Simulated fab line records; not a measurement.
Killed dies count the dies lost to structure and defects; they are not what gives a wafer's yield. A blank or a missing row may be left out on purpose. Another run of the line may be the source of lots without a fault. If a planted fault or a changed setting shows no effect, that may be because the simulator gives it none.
A sampling plan put to the test | flow gf180mcu | 12 faults told of in these records, all on one fab line, each judged by the records of the lots it struck
What counts as the plan is the set of the line's own looks, namely the steps on the route at which a gauge or an inspection reads a wafer and does not change it. A look can be judged if struck wafers have a number there and the file gives its usual mean and standard deviation on fault-free wafers. Caught: a look later than the fault's first step finds the struck wafers' mean 4 or more of those standard deviations (sigma) from the usual mean. On the tool: the same test on the tool's own readings at the fault's steps. It also counts as caught if the struck wafers ran another recipe or if their record alone is blank.

THE FAULTS, as the simulator had put them in
1. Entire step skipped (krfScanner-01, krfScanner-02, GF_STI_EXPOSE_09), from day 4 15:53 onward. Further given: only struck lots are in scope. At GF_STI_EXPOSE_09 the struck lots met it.
2. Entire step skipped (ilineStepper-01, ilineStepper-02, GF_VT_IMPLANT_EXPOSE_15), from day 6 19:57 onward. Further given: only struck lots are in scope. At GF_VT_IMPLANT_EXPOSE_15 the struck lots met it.
3. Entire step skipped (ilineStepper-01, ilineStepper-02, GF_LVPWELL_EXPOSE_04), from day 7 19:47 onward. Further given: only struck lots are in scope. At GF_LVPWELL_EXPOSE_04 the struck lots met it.
4. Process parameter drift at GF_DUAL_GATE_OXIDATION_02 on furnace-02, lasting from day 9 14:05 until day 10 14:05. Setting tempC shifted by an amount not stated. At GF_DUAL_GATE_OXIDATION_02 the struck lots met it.
5. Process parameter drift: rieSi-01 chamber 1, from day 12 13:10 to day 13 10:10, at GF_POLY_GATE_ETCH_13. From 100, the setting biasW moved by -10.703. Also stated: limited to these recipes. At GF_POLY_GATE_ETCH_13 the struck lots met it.
6. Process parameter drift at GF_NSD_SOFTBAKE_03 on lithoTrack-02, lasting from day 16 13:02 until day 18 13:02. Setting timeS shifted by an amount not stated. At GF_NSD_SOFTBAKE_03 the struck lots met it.
7. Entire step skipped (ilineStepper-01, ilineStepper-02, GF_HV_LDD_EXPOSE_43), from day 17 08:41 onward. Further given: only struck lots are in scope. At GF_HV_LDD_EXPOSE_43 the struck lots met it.
8. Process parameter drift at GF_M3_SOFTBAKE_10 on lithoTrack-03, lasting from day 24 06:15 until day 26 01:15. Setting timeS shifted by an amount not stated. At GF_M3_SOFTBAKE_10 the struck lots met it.
9. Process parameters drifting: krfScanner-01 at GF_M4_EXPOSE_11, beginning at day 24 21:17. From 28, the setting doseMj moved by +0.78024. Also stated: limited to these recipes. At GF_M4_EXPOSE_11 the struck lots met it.
10. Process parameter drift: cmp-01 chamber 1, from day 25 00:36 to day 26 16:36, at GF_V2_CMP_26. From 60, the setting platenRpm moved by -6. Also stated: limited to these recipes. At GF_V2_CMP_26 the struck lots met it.
11. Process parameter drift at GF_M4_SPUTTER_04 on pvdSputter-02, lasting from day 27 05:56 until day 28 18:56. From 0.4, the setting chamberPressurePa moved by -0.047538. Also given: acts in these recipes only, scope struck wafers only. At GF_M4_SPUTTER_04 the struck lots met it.
12. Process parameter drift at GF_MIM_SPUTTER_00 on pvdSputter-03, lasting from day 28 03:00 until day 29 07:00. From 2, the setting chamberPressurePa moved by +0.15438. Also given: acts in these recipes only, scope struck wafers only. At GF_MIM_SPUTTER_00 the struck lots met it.

WHAT THE PLAN SAW
fault | on the tool itself            | first look that catches it                   | reading, sigma | median hours from its first step to that look | hours from the fault's start to the first struck lot there | judged looks passed uncaught
1     | no reading that can be judged | no look after it can be judged               | -              | -                                             | -                                                          | 0
2     | no reading that can be judged | no look after it can be judged               | -              | -                                             | -                                                          | 0
3     | no reading that can be judged | not the one look that can be judged after it | -              | -                                             | -                                                          | 1
4     | tubeCenterTempC -20 sigma     | not the one look that can be judged after it | -              | -                                             | -                                                          | 1
5     | biasW -36 sigma               | not the one look that can be judged after it | -              | -                                             | -                                                          | 1
6     | heaterPowerTotalW +33 sigma   | no look after it can be judged               | -              | -                                             | -                                                          | 0
7     | no reading that can be judged | no look after it can be judged               | -              | -                                             | -                                                          | 0
8     | runLengthS +17 sigma          | no look after it can be judged               | -              | -                                             | -                                                          | 0
9     | exposureDoseMJCm2 +26 sigma   | not the one look that can be judged after it | -              | -                                             | -                                                          | 1
10    | platenRpm -99 or beyond sigma | no look after it can be judged               | -              | -                                             | -                                                          | 0
11    | chamberPressurePa -54 sigma   | no look after it can be judged               | -              | -                                             | -                                                          | 0
12    | chamberPressurePa +35 sigma   | not the one look that can be judged after it | -              | -                                             | -                                                          | 1
A dash: the fault is not caught, or the number is missing from these records.

Caught at a look: 0 of 12. Caught on the tool: 8 of 12. By one or the other: 8 of 12.
On the tool alone, faults 4, 5, 6, 8, 9, 10, 11, 12 were caught.
Caught by neither: faults 1, 2, 3, 7.
